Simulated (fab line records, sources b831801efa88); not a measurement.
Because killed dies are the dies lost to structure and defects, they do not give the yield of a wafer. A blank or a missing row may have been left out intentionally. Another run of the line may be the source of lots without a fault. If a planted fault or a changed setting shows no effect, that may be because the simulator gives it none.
Which tool did it? :: flow sky130 :: 42 wafers from 14 lots sampled at 3 of the route's 708 steps

WHAT THE GAUGES READ, wafer by wafer
SKY_FIELD_ISO_THK_MEAS_02. Usual: FIELD_ISO_OXIDATION_00_THK 12.02 nm, standard deviation 0.24.
lot: L864
measured: day 1 12:52
on: film_metro-03
FIELD_ISO_OXIDATION_00_THK (nm): 12.29 12.49 12.26
flag: 

lot: L866
measured: day 1 21:38
on: film_metro-02
FIELD_ISO_OXIDATION_00_THK (nm): 12.14 12.11 12.18
flag: 

lot: L867
measured: day 2 03:32
on: film_metro-02
FIELD_ISO_OXIDATION_00_THK (nm): 11.61 11.66 11.79
flag: 

lot: L868
measured: day 2 07:47
on: film_metro-04
FIELD_ISO_OXIDATION_00_THK (nm): 12.05 12.25 12.19
flag: 

lot: L871
measured: day 2 23:36
on: film_metro-04
FIELD_ISO_OXIDATION_00_THK (nm): 11.89 11.87 11.86
flag: 

lot: L872
measured: day 3 03:38
on: film_metro-04
FIELD_ISO_OXIDATION_00_THK (nm): 12.21 12.00 12.23
flag: 

lot: L876
measured: day 4 01:52
on: film_metro-02
FIELD_ISO_OXIDATION_00_THK (nm): 12.19 12.07 12.15
flag: 

lot: L878
measured: day 4 15:55
on: film_metro-04
FIELD_ISO_OXIDATION_00_THK (nm): 12.01 12.10 11.98
flag: 

lot: L880
measured: day 4 22:55
on: film_metro-02
FIELD_ISO_OXIDATION_00_THK (nm): 12.19 12.31 12.40
flag: 

lot: L882
measured: day 5 08:29
on: film_metro-04
FIELD_ISO_OXIDATION_00_THK (nm): 12.04 11.95 12.20
flag: 

lot: L883
measured: day 5 11:51
on: film_metro-02
FIELD_ISO_OXIDATION_00_THK (nm): 11.81 11.68 11.80
flag: 

lot: L884
measured: day 5 16:46
on: film_metro-04
FIELD_ISO_OXIDATION_00_THK (nm): 12.25 12.38 12.53
flag: 

lot: L885
measured: day 5 21:16
on: film_metro-03
FIELD_ISO_OXIDATION_00_THK (nm): 11.87 11.91 11.95
flag: 

lot: L887
measured: day 6 07:55
on: film_metro-04
FIELD_ISO_OXIDATION_00_THK (nm): 11.61 11.82 11.53
flag: 

SKY_NWELL_THK_MEAS_02. Usual: NWELL_OXIDATION_THK 9.97 nm, standard deviation 0.17.
lot: L864
measured: day 2 13:01
on: film_metro-02
NWELL_OXIDATION_THK (nm): 9.95 9.95 10.08
flag: 

lot: L866
measured: day 3 00:55
on: film_metro-03
NWELL_OXIDATION_THK (nm): 9.84 9.78 9.90
flag: 

lot: L867
measured: day 3 03:35
on: film_metro-02
NWELL_OXIDATION_THK (nm): 9.74 9.98 9.98
flag: 

lot: L868
measured: day 3 10:25
on: film_metro-01
NWELL_OXIDATION_THK (nm): 9.89 9.74 9.83
flag: 

lot: L871
measured: day 4 05:47
on: film_metro-03
NWELL_OXIDATION_THK (nm): 10.04 10.18 10.12
flag: 

lot: L872
measured: day 4 17:38
on: film_metro-02
NWELL_OXIDATION_THK (nm): 10.11 9.87 9.95
flag: 

lot: L876
measured: day 5 09:00
on: film_metro-01
NWELL_OXIDATION_THK (nm): 9.98 9.99 9.94
flag: 

lot: L878
measured: day 5 20:16
on: film_metro-01
NWELL_OXIDATION_THK (nm): 9.75 9.92 9.99
flag: 

lot: L880
measured: day 6 01:04
on: film_metro-01
NWELL_OXIDATION_THK (nm): 10.07 10.11 9.95
flag: 

lot: L882
measured: day 6 13:35
on: film_metro-03
NWELL_OXIDATION_THK (nm): 10.20 10.26 10.24
flag: 

lot: L883
measured: day 6 17:49
on: film_metro-02
NWELL_OXIDATION_THK (nm): 9.69 9.67 9.71
flag: 

lot: L884
measured: day 6 21:55
on: film_metro-03
NWELL_OXIDATION_THK (nm): 9.85 10.03 10.14
flag: 

lot: L885
measured: day 7 00:44
on: film_metro-01
NWELL_OXIDATION_THK (nm): 10.07 10.12 10.05
flag: 

lot: L887
measured: day 7 19:08
on: film_metro-02
NWELL_OXIDATION_THK (nm): 10.22 10.15 10.23
flag: 

EACH LOT AND THE TOOL THAT RAN IT (in order: tool; ch and the chambers of the sampled wafers; start)
lot: L864
SKY_FIELD_ISO_STRIP_16: plasma_asher-01 ch 0,1, day 2 06:01

lot: L866
SKY_FIELD_ISO_STRIP_16: plasma_asher-01 ch 0,1, day 2 14:50

lot: L867
SKY_FIELD_ISO_STRIP_16: plasma_asher-04 ch 1, day 2 20:55

lot: L868
SKY_FIELD_ISO_STRIP_16: plasma_asher-04 ch 1, day 3 01:52

lot: L871
SKY_FIELD_ISO_STRIP_16: plasma_asher-04 ch 1, day 3 17:43

lot: L872
SKY_FIELD_ISO_STRIP_16: plasma_asher-04 ch 0,1, day 3 23:10

lot: L876
SKY_FIELD_ISO_STRIP_16: plasma_asher-01 ch 0,1, day 4 19:49

lot: L878
SKY_FIELD_ISO_STRIP_16: plasma_asher-01 ch 0,1, day 5 12:17

lot: L880
SKY_FIELD_ISO_STRIP_16: plasma_asher-04 ch 0,1, day 5 17:23

lot: L882
SKY_FIELD_ISO_STRIP_16: plasma_asher-01 ch 0, day 6 07:13

lot: L883
SKY_FIELD_ISO_STRIP_16: plasma_asher-01 ch 0,1, day 6 09:43

lot: L884
SKY_FIELD_ISO_STRIP_16: plasma_asher-01 ch 0,1, day 6 13:58

lot: L885
SKY_FIELD_ISO_STRIP_16: plasma_asher-04 ch 0,1, day 6 17:49

lot: L887
SKY_FIELD_ISO_STRIP_16: plasma_asher-04 ch 0,1, day 7 05:04
- SKY_FIELD_ISO_STRIP_16: strips in O2/N2.

AS READ BY THE TOOLS THEMSELVES (means over the sampled wafers that have a number; for cases with no such wafer, the mark the record gives instead)
SKY_FIELD_ISO_STRIP_16. Usual: drypump_motor_current_A 5.4 A, standard deviation 0.41; oes_product_au 0.374 a.u., standard deviation 0.0045; strip_time_to_endpoint_s 3.47 s, standard deviation 0.038.
lot: L864
tool: plasma_asher-01
drypump_motor_current_A (A): 5.6
oes_product_au (a.u.): 0.372
strip_time_to_endpoint_s (s): 3.47
flag: 

lot: L866
tool: plasma_asher-01
drypump_motor_current_A (A): 5.7
oes_product_au (a.u.): 0.377
strip_time_to_endpoint_s (s): 3.43
flag: 

lot: L867
tool: plasma_asher-04
drypump_motor_current_A (A): 5.9
oes_product_au (a.u.): 0.370
strip_time_to_endpoint_s (s): 3.49
flag: 

lot: L868
tool: plasma_asher-04
drypump_motor_current_A (A): 5.9
oes_product_au (a.u.): 0.378
strip_time_to_endpoint_s (s): 3.48
flag: 

lot: L871
tool: plasma_asher-04
drypump_motor_current_A (A): 5.9
oes_product_au (a.u.): 0.371
strip_time_to_endpoint_s (s): 3.47
flag: 

lot: L872
tool: plasma_asher-04
drypump_motor_current_A (A): 5.3
oes_product_au (a.u.): 0.373
strip_time_to_endpoint_s (s): 3.42
flag: 

lot: L876
tool: plasma_asher-01
drypump_motor_current_A (A): 5.7
oes_product_au (a.u.): 0.373
strip_time_to_endpoint_s (s): 3.47
flag: 

lot: L878
tool: plasma_asher-01
drypump_motor_current_A (A): 5.7
oes_product_au (a.u.): 0.371
strip_time_to_endpoint_s (s): 3.49
flag: 

lot: L880
tool: plasma_asher-04
drypump_motor_current_A (A): 5.3
oes_product_au (a.u.): 0.373
strip_time_to_endpoint_s (s): 3.48
flag: 

lot: L882
tool: plasma_asher-01
drypump_motor_current_A (A): 5.4
oes_product_au (a.u.): 0.370
strip_time_to_endpoint_s (s): 3.45
flag: 

lot: L883
tool: plasma_asher-01
drypump_motor_current_A (A): 5.5
oes_product_au (a.u.): 0.373
strip_time_to_endpoint_s (s): 3.47
flag: 

lot: L884
tool: plasma_asher-01
drypump_motor_current_A (A): 5.7
oes_product_au (a.u.): 0.372
strip_time_to_endpoint_s (s): 3.46
flag: 

lot: L885
tool: plasma_asher-04
drypump_motor_current_A (A): 5.6
oes_product_au (a.u.): 0.373
strip_time_to_endpoint_s (s): 3.43
flag: 

lot: L887
tool: plasma_asher-04
drypump_motor_current_A (A): 5.6
oes_product_au (a.u.): 0.376
strip_time_to_endpoint_s (s): 3.50
flag: 

THE ANSWER, worked out from the rows above alone
Rule: lot off if the mean of its wafers having a number is beyond 3 standard deviations from the usual mean. Also off: a lot with no number at a reading for which 4 or more lots have one. The other lots that the step has rows for count as sound. After the gauges, taken in route order, come the tools' own readings; for these a lot's mean is taken, as printed above. At the first step where some lot is off, the reading lying furthest off is the one used; lots without a number count as furthest.
No lot is off on any of the readings shown, so nothing can be concluded from this.

WHAT HAD BEEN PUT IN BY THE SIMULATOR
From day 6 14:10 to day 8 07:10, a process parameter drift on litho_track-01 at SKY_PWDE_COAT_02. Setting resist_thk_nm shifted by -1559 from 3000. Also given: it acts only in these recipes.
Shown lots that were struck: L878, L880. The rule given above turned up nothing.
